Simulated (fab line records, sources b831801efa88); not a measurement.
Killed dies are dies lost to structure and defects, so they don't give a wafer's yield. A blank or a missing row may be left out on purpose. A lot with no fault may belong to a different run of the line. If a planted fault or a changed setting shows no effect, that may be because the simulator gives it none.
The tool behind it: which one? + flow gf180mcu + 12 lots (36 wafers sampled), 1 step of a 602-step route

WHAT EACH GAUGE READ, for each wafer
GF_V4_OVL_MEAS_15.
| lot  | measured     | on         | V4_OVL (nm) |
|------|--------------|------------|-------------|
| L075 | day 24 15:50 | overlay-02 | -1 -2 1     |
| L077 | day 26 04:20 | overlay-01 | 0 7 2       |
| L079 | day 26 09:50 | overlay-02 | 0 2 -1      |
| L081 | day 27 05:41 | overlay-02 | -4 -4 5     |
| L083 | day 28 01:29 | overlay-02 | 1 5 4       |
| L085 | day 28 03:58 | overlay-02 | 6 8 6       |
| L087 | day 28 22:47 | overlay-01 | 8 5 4       |
| L089 | day 29 05:56 | overlay-01 | 4 -3 -2     |
| L092 | day 30 10:50 | overlay-01 | 8 12 6      |
| L093 | day 30 16:44 | overlay-02 | 0 -1 5      |
| L095 | day 30 22:20 | overlay-01 | 2 -4 -1     |
| L097 | day 31 15:07 | overlay-01 | 2 -4 -4     |

WHAT TOOL EACH LOT RAN ON (gives the tool, then ch and the chambers of the sampled wafers, and finally the start)
No process step before these readings appears in the record.

THE ANSWER, worked out from the rows above alone
Rule: the lots themselves supply what counts as usual. The widest of any qualifying gaps counts: lots, ordered by their means at a reading, are off when they make up no more than a third of the lots, leave a main group of 4 or more, and stand apart from it by 3 or more times the standard deviation of that group's means. A main group is skipped when, at the precision printed for the reading in the tables above, its means are all equal. Also off: a lot with no number at a reading for which 4 or more lots have one. Any other lot the step has rows for is counted as sound.
None of the lots is off at any reading shown; this tells nothing.

WHAT THE SIMULATOR PUT IN
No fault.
